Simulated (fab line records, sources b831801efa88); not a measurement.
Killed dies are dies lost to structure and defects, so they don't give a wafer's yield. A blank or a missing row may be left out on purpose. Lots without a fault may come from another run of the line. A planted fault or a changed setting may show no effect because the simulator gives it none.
Chamber matching | flow gf180mcu | GF_V2_CVD_02 on pecvd-03: 3 sister chambers
The step deposits SiO2 from TEOS, target thk 850 nm, time 94.851 s. 3 wafers are shown with their chamber, then 7 later ones without.

WAFERS WITH THEIR CHAMBER
wafer  | chamber | heater_power_w (W)
L824.6 | 0       | 423
L834.2 | 1       | 752
L834.3 | 2       | 852

WAFERS WITHOUT THEIR CHAMBER
wafer  | heater_power_w (W)
L834.4 | 610
L840.3 | 685
L840.5 | 842
L840.6 | 471
L842.2 | 833
L842.3 | 384
L842.6 | 417

WHICH CHAMBER EACH WENT THROUGH
wafer  | from the rows above          | in truth
L834.4 | can't be placed: 1 or 0 or 2 | 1
L840.3 | can't be placed: 1 or 2      | 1
L840.5 | can't be placed: 2 or 1      | 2
L840.6 | 0                            | 0
L842.2 | can't be placed: 2 or 1      | 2
L842.3 | 0                            | 0
L842.6 | 0                            | 0
Placed correctly: 3 of 7. Can't be placed from these rows: 4 (the true chamber is among the candidates in 4). Placed wrongly: 0.
How it was worked out, from the rows above alone: a wafer's distance from a chamber is the root of the sum, over the readings, of the square of ((its reading less the chamber's mean) divided by the reading's scatter). The wafer belongs to the nearest chamber; if the next one is less than 2 further off, it can't be placed. A chamber's mean is the mean of its shown wafers. The scatter: with one shown wafer a chamber, the root of the mean of the squares of how far each hidden wafer lies from its nearest shown one.
